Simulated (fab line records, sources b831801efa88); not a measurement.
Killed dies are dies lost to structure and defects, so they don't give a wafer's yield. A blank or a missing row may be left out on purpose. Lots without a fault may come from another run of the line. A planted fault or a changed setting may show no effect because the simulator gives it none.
Which tool did it? | flow sky130 | 24 lots, 72 wafers sampled, at 6 steps of a route of 708

WHAT THE GAUGES READ, wafer by wafer
SKY_METAL2_OVL_MEAS_16.
lot  | measured     | on         | METAL2_OVL (nm)
L075 | day 35 07:32 | overlay-02 | 5 4 4
L074 | day 35 10:16 | overlay-01 | 8 2 2
L076 | day 35 21:20 | overlay-01 | 18 14 9
L077 | day 36 04:02 | overlay-02 | 7 7 7
L078 | day 37 08:44 | overlay-01 | 9 7 11
L079 | day 37 10:35 | overlay-02 | 0 2 2
L081 | day 37 10:56 | overlay-01 | 6 5 7
L080 | day 37 12:10 | overlay-01 | 6 9 3
L082 | day 37 17:32 | overlay-02 | 13 13 12
L083 | day 38 02:32 | overlay-01 | 1 -3 -2
L084 | day 38 10:17 | overlay-01 | -2 -5 -1
L085 | day 38 16:56 | overlay-01 | 7 8 6
L086 | day 39 00:38 | overlay-02 | 10 12 5
L087 | day 39 12:08 | overlay-01 | 4 5 6
L088 | day 39 16:24 | overlay-02 | -4 -4 -5
L089 | day 39 20:35 | overlay-01 | 1 0 2
L090 | day 40 04:59 | overlay-01 | 8 11 7
L091 | day 40 06:08 | overlay-02 | 8 13 12
L092 | day 40 09:33 | overlay-02 | 19 14 11
L094 | day 41 08:47 | overlay-02 | -6 -2 -1
L093 | day 41 10:20 | overlay-01 | 10 14 16
L095 | day 41 12:54 | overlay-01 | -7 -5 -3
L096 | day 41 18:17 | overlay-01 | 6 10 12
L097 | day 42 01:07 | overlay-02 | 7 3 3

SKY_VIA2_THK_MEAS_01.
lot  | measured     | on            | VIA2_HDPCVD_THK (nm)
L075 | day 35 08:33 | film_metro-01 | 1184 1182 1190
L074 | day 35 11:14 | film_metro-04 | 1190 1190 1182
L076 | day 35 22:16 | film_metro-03 | 1164 1187 1180
L077 | day 36 04:58 | film_metro-04 | 1177 1169 1166
L078 | day 37 09:41 | film_metro-04 | 1176 1190 1181
L079 | day 37 11:37 | film_metro-03 | 1176 1173 1174
L081 | day 37 11:55 | film_metro-01 | 1186 1173 1187
L080 | day 37 13:20 | film_metro-01 | 1177 1180 1180
L082 | day 37 18:29 | film_metro-04 | 1161 1169 1164
L083 | day 38 03:29 | film_metro-01 | 1177 1201 1179
L084 | day 38 11:14 | film_metro-01 | 1158 1183 1178
L085 | day 38 17:53 | film_metro-03 | 1171 1166 1183
L086 | day 39 01:35 | film_metro-04 | 1175 1176 1177
L087 | day 39 13:05 | film_metro-01 | 1193 1185 1188
L088 | day 39 17:25 | film_metro-03 | 1180 1183 1169
L089 | day 39 21:34 | film_metro-04 | 1197 1178 1186
L090 | day 40 05:57 | film_metro-03 | 1191 1187 1178
L091 | day 40 07:04 | film_metro-03 | 1149 1182 1181
L092 | day 40 10:31 | film_metro-04 | 1187 1195 1190
L094 | day 41 09:43 | film_metro-04 | 1180 1188 1176
L093 | day 41 11:19 | film_metro-04 | 1191 1185 1179
L095 | day 41 13:51 | film_metro-01 | 1170 1175 1174
L096 | day 41 19:13 | film_metro-03 | 1191 1189 1175
L097 | day 42 02:08 | film_metro-01 | 1170 1173 1174

SKY_VIA4_THK_MEAS_01.
lot  | measured     | on            | VIA4_HDPCVD_THK (nm)
L075 | day 41 22:39 | film_metro-01 | 1760 1735 1754
L074 | day 42 03:01 | film_metro-03 | 1750 1752 1748
L076 | day 42 12:06 | film_metro-03 | 1705 1732 1722
L077 | day 42 18:49 | film_metro-04 | 1744 1745 1747
L078 | day 43 20:50 | film_metro-04 | 1767 1757 1766
L079 | day 43 22:28 | film_metro-03 | 1716 1713 1720
L081 | day 43 21:56 | film_metro-04 | 1752 1757 1762
L080 | day 43 22:58 | film_metro-04 | 1739 1731 1747
L082 | day 44 03:55 | film_metro-04 | 1730 1740 1758
L083 | day 44 10:08 | film_metro-04 | 1755 1742 1750
L084 | day 44 16:28 | film_metro-04 | 1768 1755 1744
L085 | day 44 23:22 | film_metro-01 | 1749 1735 1740
L086 | day 45 03:08 | film_metro-04 | 1729 1725 1728
L087 | day 45 21:13 | film_metro-01 | 1760 1758 1760
L088 | day 45 22:01 | film_metro-03 | 1757 1752 1774
L089 | day 45 23:18 | film_metro-04 | 1747 1738 1739
L090 | day 46 04:19 | film_metro-01 | 1756 1744 1755
L091 | day 46 05:20 | film_metro-03 | 1752 1740 1731
L092 | day 46 08:54 | film_metro-04 | 1729 1747 1730
L094 | day 47 05:06 | film_metro-04 | 1771 1777 1791
L093 | day 47 06:58 | film_metro-03 | 1729 1752 1725
L095 | day 47 08:35 | film_metro-01 | 1730 1757 1761
L096 | day 47 17:23 | film_metro-04 | 1766 1760 1751
L097 | day 47 20:26 | film_metro-01 | 1733 1740 1722

WHICH TOOL RAN EACH LOT (tool, then ch and the chambers of the sampled wafers, then the start)
lot  | SKY_METAL2_ETCH_18                | SKY_METAL3_ETCH_16                | SKY_METAL3_METAL_ETCH_18
L075 | rie_metal-04 ch 0, day 35 07:37   | rie_metal-01 ch 1, day 38 16:54   | rie_metal-04 ch 0,1, day 38 17:01
L074 | rie_metal-02 ch 1, day 35 10:20   | rie_metal-03 ch 0,1, day 38 19:26 | rie_metal-04 ch 1, day 38 19:34
L076 | rie_metal-04 ch 0,1, day 35 21:23 | rie_metal-01 ch 0,1, day 39 05:26 | rie_metal-03 ch 0,1, day 39 05:33
L077 | rie_metal-02 ch 0,1, day 36 04:06 | rie_metal-04 ch 0,1, day 39 12:49 | rie_metal-03 ch 0,1, day 39 12:56
L078 | rie_metal-01 ch 0,1, day 37 08:47 | rie_metal-01 ch 0,1, day 40 16:28 | rie_metal-03 ch 0,1, day 40 16:35
L079 | rie_metal-02 ch 0,1, day 37 10:40 | rie_metal-03 ch 0,1, day 40 17:49 | rie_metal-04 ch 0,1, day 40 17:57
L081 | rie_metal-01 ch 0,1, day 37 11:01 | rie_metal-03 ch 0,1, day 40 18:05 | rie_metal-01 ch 0,1, day 40 18:13
L080 | rie_metal-04 ch 0, day 37 12:16   | rie_metal-04 ch 0,1, day 40 18:53 | rie_metal-03 ch 0,1, day 40 19:01
L082 | rie_metal-01 ch 0,1, day 37 17:36 | rie_metal-01 ch 0,1, day 40 23:59 | rie_metal-04 ch 0,1, day 41 00:07
L083 | rie_metal-01 ch 0,1, day 38 02:36 | rie_metal-04 ch 0,1, day 41 08:12 | rie_metal-03 ch 0,1, day 41 08:19
L084 | rie_metal-02 ch 0,1, day 38 10:22 | rie_metal-04 ch 0,1, day 41 15:38 | rie_metal-03 ch 0,1, day 41 15:46
L085 | rie_metal-02 ch 0,1, day 38 17:01 | rie_metal-01 ch 0,1, day 41 22:26 | rie_metal-04 ch 0,1, day 41 22:34
L086 | rie_metal-01 ch 0,1, day 39 00:43 | rie_metal-04 ch 0,1, day 42 04:47 | rie_metal-03 ch 0,1, day 42 04:55
L087 | rie_metal-01 ch 0,1, day 39 12:13 | rie_metal-04 ch 0,1, day 42 16:40 | rie_metal-01 ch 0,1, day 42 16:47
L088 | rie_metal-02 ch 0,1, day 39 16:28 | rie_metal-03 ch 0, day 42 21:13   | rie_metal-04 ch 1, day 42 21:31
L089 | rie_metal-01 ch 0,1, day 39 20:40 | rie_metal-03 ch 0, day 43 01:06   | rie_metal-01 ch 0,1, day 43 01:23
L090 | rie_metal-02 ch 0,1, day 40 05:04 | rie_metal-04 ch 1, day 43 06:47   | rie_metal-01 ch 0,1, day 43 07:00
L091 | rie_metal-04 ch 0,1, day 40 06:12 | rie_metal-03 ch 0, day 43 07:40   | rie_metal-01 ch 0,1, day 43 07:53
L092 | rie_metal-04 ch 0,1, day 40 09:38 | rie_metal-04 ch 1, day 43 12:32   | rie_metal-03 ch 0,1, day 43 12:45
L094 | rie_metal-01 ch 0,1, day 41 08:51 | rie_metal-03 ch 0,1, day 44 09:44 | rie_metal-04 ch 0,1, day 44 09:50
L093 | rie_metal-02 ch 0,1, day 41 10:25 | rie_metal-01 ch 0,1, day 44 10:41 | rie_metal-03 ch 0,1, day 44 10:47
L095 | rie_metal-01 ch 0,1, day 41 12:59 | rie_metal-04 ch 0,1, day 44 13:02 | rie_metal-01 ch 0,1, day 44 13:10
L096 | rie_metal-04 ch 0,1, day 41 18:21 | rie_metal-03 ch 0,1, day 44 20:30 | rie_metal-04 ch 0,1, day 44 20:37
L097 | rie_metal-04 ch 0,1, day 42 01:11 | rie_metal-01 ch 0,1, day 45 00:11 | rie_metal-04 ch 0,1, day 45 00:19
- SKY_METAL2_ETCH_18: etches BARC in N2/H2, stops on SiO2, time 45.9 s, target depth 60 nm.
- SKY_METAL3_ETCH_16: etches BARC in N2/H2, stops on SiO2, time 88.2 s, target depth 60 nm.
- SKY_METAL3_METAL_ETCH_18: etches the open film in Cl2/BCl3, stops on SiO2, target depth 845 nm, time 183.1 s.

WHAT THE TOOLS THEMSELVES READ (means of the sampled wafers that have a number; where no wafer has one, the mark that the record gives instead)
SKY_METAL2_ETCH_18.
lot  | tool         | drypump_motor_current_A (A) | n2_flow_sccm (sccm) | oes_product_au (a.u.) | throttle_valve_pct (%)
L075 | rie_metal-04 | 6.5                         | 99.7                | 0.861                 | 13.218
L074 | rie_metal-02 | 6.0                         | 100.5               | 0.856                 | 13.217
L076 | rie_metal-04 | 5.8                         | 100.2               | 0.859                 | 13.234
L077 | rie_metal-02 | 5.9                         | 100.0               | 0.850                 | 13.228
L078 | rie_metal-01 | 5.8                         | 100.0               | 0.853                 | 13.231
L079 | rie_metal-02 | 5.9                         | 99.9                | 0.851                 | 13.222
L081 | rie_metal-01 | 5.5                         | 100.0               | 0.853                 | 13.224
L080 | rie_metal-04 | 6.4                         | 100.4               | 0.853                 | 13.224
L082 | rie_metal-01 | 5.8                         | 100.1               | 0.853                 | 13.228
L083 | rie_metal-01 | 5.8                         | 100.4               | 0.860                 | 13.221
L084 | rie_metal-02 | 6.0                         | 99.7                | 0.849                 | 13.229
L085 | rie_metal-02 | 5.9                         | 100.3               | 0.855                 | 13.217
L086 | rie_metal-01 | 5.8                         | 100.3               | 0.855                 | 13.230
L087 | rie_metal-01 | 5.5                         | 99.9                | 0.854                 | 13.228
L088 | rie_metal-02 | 5.9                         | 99.9                | 0.853                 | 13.231
L089 | rie_metal-01 | 5.5                         | 99.9                | 0.853                 | 13.229
L090 | rie_metal-02 | 6.0                         | 99.9                | 0.852                 | 13.227
L091 | rie_metal-04 | 5.9                         | 99.9                | 0.857                 | 13.223
L092 | rie_metal-04 | 5.3                         | 100.3               | 0.854                 | 13.219
L094 | rie_metal-01 | 5.5                         | 99.7                | 0.858                 | 13.215
L093 | rie_metal-02 | 6.0                         | 100.0               | 0.858                 | 13.233
L095 | rie_metal-01 | 5.5                         | 100.0               | 0.851                 | 13.221
L096 | rie_metal-04 | 5.3                         | 99.9                | 0.859                 | 13.221
L097 | rie_metal-04 | 5.3                         | 99.9                | 0.857                 | 13.227

SKY_METAL3_ETCH_16.
lot  | tool         | drypump_motor_current_A (A) | n2_flow_sccm (sccm) | oes_product_au (a.u.) | throttle_valve_pct (%)
L075 | rie_metal-01 | 6.1                         | 100.3               | 0.629                 | 13.196
L074 | rie_metal-03 | 5.3                         | 100.2               | 0.626                 | 13.208
L076 | rie_metal-01 | 5.8                         | 100.2               | 0.630                 | 13.197
L077 | rie_metal-04 | 5.9                         | 100.0               | 0.626                 | 13.191
L078 | rie_metal-01 | 5.8                         | 99.8                | 0.626                 | 13.197
L079 | rie_metal-03 | 5.6                         | 100.1               | 0.627                 | 13.203
L081 | rie_metal-03 | 5.6                         | 99.9                | 0.628                 | 13.200
L080 | rie_metal-04 | 5.9                         | 100.0               | 0.629                 | 13.206
L082 | rie_metal-01 | 5.5                         | 100.0               | 0.623                 | 13.210
L083 | rie_metal-04 | 5.8                         | 100.2               | 0.627                 | 13.201
L084 | rie_metal-04 | 5.9                         | 99.8                | 0.624                 | 13.212
L085 | rie_metal-01 | 5.5                         | 99.9                | 0.625                 | 13.203
L086 | rie_metal-04 | 5.3                         | 99.6                | 0.625                 | 13.209
L087 | rie_metal-04 | 5.3                         | 99.7                | 0.620                 | 13.199
L088 | rie_metal-03 | 5.8                         | 100.2               | 0.627                 | 13.201
L089 | rie_metal-03 | 5.8                         | 100.0               | 0.618                 | 13.205
L090 | rie_metal-04 | 4.8                         | 99.8                | 0.625                 | 13.202
L091 | rie_metal-03 | 5.8                         | 99.9                | 0.626                 | 13.213
L092 | rie_metal-04 | 4.7                         | 100.2               | 0.619                 | 13.207
L094 | rie_metal-03 | 5.3                         | 99.7                | 0.622                 | 13.214
L093 | rie_metal-01 | 5.5                         | 99.7                | 0.627                 | 13.212
L095 | rie_metal-04 | 5.9                         | 100.1               | 0.626                 | 13.214
L096 | rie_metal-03 | 5.3                         | 100.0               | 0.625                 | 13.201
L097 | rie_metal-01 | 5.8                         | 100.1               | 0.625                 | 13.206

SKY_METAL3_METAL_ETCH_18.
lot  | tool         | drypump_motor_current_A (A) | oes_product_au (a.u.) | throttle_valve_pct (%)
L075 | rie_metal-04 | 5.3                         | 0.866                 | 22.266
L074 | rie_metal-04 | 4.7                         | 0.861                 | 22.260
L076 | rie_metal-03 | 5.6                         | 0.862                 | 22.260
L077 | rie_metal-03 | 5.6                         | 0.860                 | 22.259
L078 | rie_metal-03 | 5.3                         | 0.868                 | 22.257
L079 | rie_metal-04 | 5.3                         | 0.870                 | 22.263
L081 | rie_metal-01 | 5.7                         | 0.870                 | 22.259
L080 | rie_metal-03 | 5.3                         | 0.863                 | 22.262
L082 | rie_metal-04 | 5.3                         | 0.858                 | 22.265
L083 | rie_metal-03 | 5.5                         | 0.866                 | 22.264
L084 | rie_metal-03 | 5.6                         | 0.863                 | 22.258
L085 | rie_metal-04 | 5.8                         | 0.865                 | 22.270
L086 | rie_metal-03 | 5.4                         | 0.862                 | 22.271
L087 | rie_metal-01 | 5.7                         | 0.869                 | 22.264
L088 | rie_metal-04 | 4.7                         | 0.866                 | 22.266
L089 | rie_metal-01 | 5.8                         | 0.861                 | 22.258
L090 | rie_metal-01 | 5.8                         | 0.867                 | 22.272
L091 | rie_metal-01 | 5.8                         | 0.864                 | 22.271
L092 | rie_metal-03 | 5.3                         | 0.859                 | 22.267
L094 | rie_metal-04 | 5.9                         | 0.863                 | 22.271
L093 | rie_metal-03 | 5.3                         | 0.860                 | 22.259
L095 | rie_metal-01 | 5.8                         | 0.874                 | 22.267
L096 | rie_metal-04 | 5.9                         | 0.865                 | 22.262
L097 | rie_metal-04 | 5.9                         | 0.865                 | 22.269

THE ANSWER, worked out from the rows above alone
Rule: what is usual is taken from the lots themselves. Put in order of their means at a reading, lots are off if they are a third of the lots or fewer, leave a main group of 4 or more, and stand apart from it by a gap of 3 or more times the standard deviation of the main group's means; of several such gaps the widest counts. A main group whose means are all the same, to the digits that the tables above print for the reading, isn't used. A lot without any number at a reading at which 4 lots or more have one is off too. The other lots that the step has rows for count as sound. The gauges are gone through in route order, then the tools' own readings, and for those a lot's mean is taken as printed above. The first step at which some lot is off is used, and at that step the reading that is off furthest; a lot without a number counts as furthest.
No lot is off at any reading shown: from this, nothing can be told.

WHAT THE SIMULATOR HAD PUT IN
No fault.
